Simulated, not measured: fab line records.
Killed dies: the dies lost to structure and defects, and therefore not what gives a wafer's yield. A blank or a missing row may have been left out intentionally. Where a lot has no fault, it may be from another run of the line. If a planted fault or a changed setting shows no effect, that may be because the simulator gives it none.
Which tool is to blame? -- flow gf180mcu -- Sampling: 6 lots, 18 wafers, 2 of 602 route steps

WHAT THE GAUGES SHOWED, per wafer
GF_POLY_GATE_CD_MEAS_10 targets a cd of 280 nm.
lot,measured,on,cd_nm (nm)
L951,day 9 17:34,cd_sem-02,278.7 280.2 279.9
L956,day 11 03:00,cd_sem-02,278.7 279.8 279.6
L958,day 11 19:39,cd_sem-02,279.9 280.2 280.6
L961,day 12 14:33,cd_sem-02,280.7 280.7 279.6
L964,day 13 23:40,cd_sem-02,277.1 276.5 275.5
L967,day 14 16:05,cd_sem-02,280.1 280.4 280.8

TOOL THAT RAN EACH LOT (tool first, then ch and the chambers of the sampled wafers, then the start)
lot,GF_POLY_GATE_PEB_08
L951,"litho_track-01 ch 0, day 9 17:14"
L956,"litho_track-02 ch 0, day 11 02:39"
L958,"litho_track-02 ch 0, day 11 19:18"
L961,"litho_track-04 ch 0, day 12 14:13"
L964,"litho_track-01 ch 0, day 13 23:12"
L967,"litho_track-04 ch 0, day 14 15:44"
- GF_POLY_GATE_PEB_08: peb time 90 s.

THE ANSWER, worked out from the rows above alone
Rule: usual is defined by the lots themselves. Put in order of their means at a reading, lots are off if they are a third of the lots or fewer, leave a main group of 4 or more, and stand apart from it by a gap of 3 or more times the standard deviation of the main group's means; of several such gaps the widest counts. If all means in a main group match to the digits the tables above print for the reading, that group is not used. Also off: a lot with no number at a reading for which 4 or more lots have one. Where the step has rows for the other lots, those lots are counted as sound.
Off at GF_POLY_GATE_CD_MEAS_10 (cd_nm): L964. For the main group the mean is 280.0 nm and the standard deviation 0.43.
If a tool, at a process step before that reading, ran all the lots that are off and no sound lot after the first of them, it fits. Gauges at GF_POLY_GATE_CD_MEAS_10: tried the same way as those tools. One fits: litho_track-01 at GF_POLY_GATE_PEB_08. Its last sound lot is L951 (day 9 17:14), its first lot that is off L964 (day 13 23:12): a fault that began between those two fits.

WHAT THE SIMULATOR PUT IN
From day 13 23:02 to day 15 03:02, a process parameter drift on litho_track-01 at GF_POLY_GATE_PEB_08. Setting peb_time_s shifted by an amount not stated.
Struck lots among those shown: L964. This agrees with what the rule above found.
